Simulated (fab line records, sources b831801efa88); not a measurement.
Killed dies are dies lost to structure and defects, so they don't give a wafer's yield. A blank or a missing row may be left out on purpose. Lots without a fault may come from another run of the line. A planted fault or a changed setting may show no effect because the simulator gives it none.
Problem report in the 8D (eight disciplines) form, filled by code | flow sky130 | the parts of the form that need people (team, actions taken, sign-off) are left out

1. THE PROBLEM
dose_ions_cm2 at SKY_LDD_N_IMPLANT_12 reads a mean of 1e+13 on 6 wafers of 2 lots; wafers without a fault read 5e+12 with a standard deviation of 4.9e+09. That is +99 or more standard deviations from the usual mean.
First seen on wafer L552.1, day 22 06:00, on implanter-04. The record holds 18 wafers of 6 lots with a number at this step. Rule for "out", or "out of limits": more than 4 standard deviations from the usual mean. The other wafers with a number count as sound.

2. WHAT IT IS AND WHAT IT IS NOT
question                    | is                                | is not
which readings at this step | dose_ions_cm2, faraday_current_uA | -
which lots                  | L552, L553                        | L543, L549, L561, L563
which wafers of those lots  | all that have a number            | -
read on which tools         | implanter-04                      | implanter-02, implanter-03
when                        | from day 22 06:00                 | up to then (6 sound wafers); but 6 sound wafers of L561, L563 came after

3. SUSPECTS, AND WHAT RULES EACH OUT
Counting: a tool at a process step up to the reading stays a suspect if it ran every lot that is out and no sound lot after the first of them.
- implanter-04 at SKY_LDD_N_IMPLANT_12: ruled out as a lasting fault. Sound lots L561 ran on it after its first lot that is out, L552 (day 22 06:00).
Left after counting: nothing in the record.

4. THE CAUSE (what the simulator had put in)
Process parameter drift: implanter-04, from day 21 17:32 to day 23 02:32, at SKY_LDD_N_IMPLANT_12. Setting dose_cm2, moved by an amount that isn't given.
Counting ruled it out, wrongly.

5. THE CHAIN OF EFFECTS, in route order
Each row: a reading whose mean over the struck wafers that have a number lies more than 3 standard deviations from the usual. Only readings for which the record gives a usual standard deviation are gone through. hours: the time from each lot's start at the first step in this table that gives one to its start at this step, as a median over the lots. sigmas: the change in usual standard deviations.
hours | step                 | reading            | usual | on struck wafers | change | sigmas
0     | SKY_LDD_N_IMPLANT_12 | dose_ions_cm2      | 5e+12 | 1e+13            | +5e+12 | +99 or more
0     | SKY_LDD_N_IMPLANT_12 | faraday_current_uA | 28.2  | 55.8             | +27.6  | +49
The process steps in it:
- SKY_LDD_N_IMPLANT_12

6. WHAT WOULD HAVE CAUGHT IT SOONER
In this record the first reading out of limits was taken at day 22 06:00, 12 hours after the fault began at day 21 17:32.
